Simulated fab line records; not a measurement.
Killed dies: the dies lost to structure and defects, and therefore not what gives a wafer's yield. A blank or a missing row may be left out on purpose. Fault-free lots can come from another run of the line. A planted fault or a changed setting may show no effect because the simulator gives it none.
8D (eight disciplines) problem report, filled in by code | flow gf180mcu | the parts of the form that need people (team, actions taken, sign-off) are left out

## 1. WHAT WENT WRONG
Wafers without a fault read 399.9 nm, standard deviation 2.2; cdNm at GF_HV_LDD_CD_MEAS_07 reads a mean of 321.4 nm on 3 wafers belonging to 3 lots. Measured from the usual mean, that is -36 standard deviations.
The step: target cd 400 nm.
The first sign was on wafer L140.1 at day 14 18:46, on cdSem-01. The record has a number at this step for 41 wafers belonging to 15 lots. Rule for "out" (also "out of limits"): further than 4 standard deviations from the usual mean. Any other wafer with a number is counted as sound.

## 2. WHAT IT IS AND WHAT IT IS NOT
question                    | is                     | is not
which readings at this step | cdNm                   | -
which lots                  | L140, L141, L142       | L124, L125, L126, L127, L128, L129, L130, L133, L134, L135, L136, L147
which wafers of those lots  | L140.1, L141.5, L142.5 | L141.4, L142.6
read on which gauges        | cdSem-01, cdSem-02     | -
when                        | from day 14 18:46      | up to then (33 sound wafers); but 5 sound wafers of L141, L142, L147 came after

## 3. SUSPECTS, AND WHAT RULES EACH OUT
Counting: a tool at a process step up to the reading stays a suspect if it ran every lot that is out. Sound lots after the first of them don't rule it out here, since some wafers of a struck lot are sound.
- the gauge at GF_HV_LDD_CD_MEAS_07 has been ruled out. The wafers that are out were read on 2 gauges (cdSem-01, cdSem-02).
- lithoTrack-04 at GF_HV_LDD_DEVELOP_06 (develop time 60 s): kept. It ran every lot that is out, first L140 (day 14 18:37); its last sound lot up to then is L136 (day 13 15:10).
Remaining after the count: lithoTrack-04 at GF_HV_LDD_DEVELOP_06.

## 4. THE CAUSE (what the simulator had put in)
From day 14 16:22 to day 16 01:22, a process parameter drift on lithoTrack-04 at GF_HV_LDD_DEVELOP_06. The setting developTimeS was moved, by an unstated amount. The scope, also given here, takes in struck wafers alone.
This tool alone remained once counting was done.

## 5. THE CHAIN OF EFFECTS, in route order
One row per reading whose mean, taken over the struck wafers that have a number, lies over 3 standard deviations from the usual. Only readings for which the record gives a usual standard deviation are gone through. hours: the time from each lot's start at the first step in this table that gives one to its start at this step, as a median over the lots. sigmas: the change in usual standard deviations.
hours | step                 | reading | usual    | on struck wafers | change | sigmas
0     | GF_HV_LDD_CD_MEAS_07 | cdNm    | 399.9 nm | 321.4            | -78.5  | -36
At these later measuring or inspecting steps, every struck wafer for which the step has a row has a number for every such reading, and none has moved that far: GF_CONTACT_CD_MEAS_14, GF_M1_OVL_MEAS_15.

## 6. HOW IT WOULD HAVE BEEN CAUGHT EARLIER
The first out-of-limits reading at a measuring or inspecting step in this record came at day 14 18:46, 2 hours after the fault's start at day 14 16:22.
Lots out: 3; of these, L141, L142 started GF_HV_LDD_DEVELOP_06 on lithoTrack-04 after day 14 18:46. A hold on the tool at that time would have spared those 2.
